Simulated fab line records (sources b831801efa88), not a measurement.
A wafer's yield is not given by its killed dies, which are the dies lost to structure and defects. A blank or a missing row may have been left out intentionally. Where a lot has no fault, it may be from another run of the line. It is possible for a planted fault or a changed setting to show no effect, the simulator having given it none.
Matching of chambers :: flow gf180mcu :: 4 sister chambers for GF_V5_CMP_04 on cmp-02
The step polishes SiO2. 14 wafers are shown with their chamber, then 7 later ones without.

## WAFERS, EACH WITH ITS CHAMBER
wafer: L081.1
chamber: 3
motor current A (A): 14.7

wafer: L081.5
chamber: 0
motor current A (A): 13.6

wafer: L081.6
chamber: 1
motor current A (A): 11.6

wafer: L082.1
chamber: 3
motor current A (A): 14.9

wafer: L082.4
chamber: 1
motor current A (A): 11.0

wafer: L082.6
chamber: 1
motor current A (A): 11.0

wafer: L084.3
chamber: 1
motor current A (A): 10.9

wafer: L084.4
chamber: 0
motor current A (A): 13.1

wafer: L084.5
chamber: 0
motor current A (A): 13.7

wafer: L093.1
chamber: 3
motor current A (A): 15.0

wafer: L093.4
chamber: 2
motor current A (A): 12.9

wafer: L093.6
chamber: 1
motor current A (A): 11.0

wafer: L094.2
chamber: 3
motor current A (A): 15.1

wafer: L094.4
chamber: 2
motor current A (A): 12.9

SIGNATURES, as means of the wafers listed above
reading: motor current A
chamber 0: 13.467
chamber 1: 11.100
chamber 2: 12.900
chamber 3: 14.925
scatter within a chamber: 0.248
Rule: a wafer lies at a distance from a chamber equal to the root of the sum of squares, over the readings, of (its reading less the chamber's mean, divided by the reading's scatter). The wafer belongs to the nearest chamber; if the next one is less than 2 further off, it can't be placed. The scatter: the root of (the sum of the squares of (reading less its chamber's mean) over the shown wafers, divided by (wafers less chambers)).

## WAFERS WITH NO CHAMBER GIVEN
wafer: L094.6
motor current A (A): 13.0

wafer: L096.2
motor current A (A): 14.6

wafer: L096.3
motor current A (A): 13.5

wafer: L096.4
motor current A (A): 13.1

wafer: L097.1
motor current A (A): 13.7

wafer: L097.4
motor current A (A): 13.3

wafer: L097.5
motor current A (A): 15.8

## CHAMBER TAKEN BY EACH
wafer: L094.6
from the rows above: can't be placed: 2 or 0
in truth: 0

wafer: L096.2
from the rows above: 3
in truth: 3

wafer: L096.3
from the rows above: 0
in truth: 0

wafer: L096.4
from the rows above: can't be placed: 2 or 0
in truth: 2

wafer: L097.1
from the rows above: 0
in truth: 0

wafer: L097.4
from the rows above: can't be placed: 0 or 2
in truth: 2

wafer: L097.5
from the rows above: 3
in truth: 3
4 of 7 placed correctly. From these rows, 3 cannot be placed; in 3 the true chamber is one of the candidates. Wrongly placed: 0.
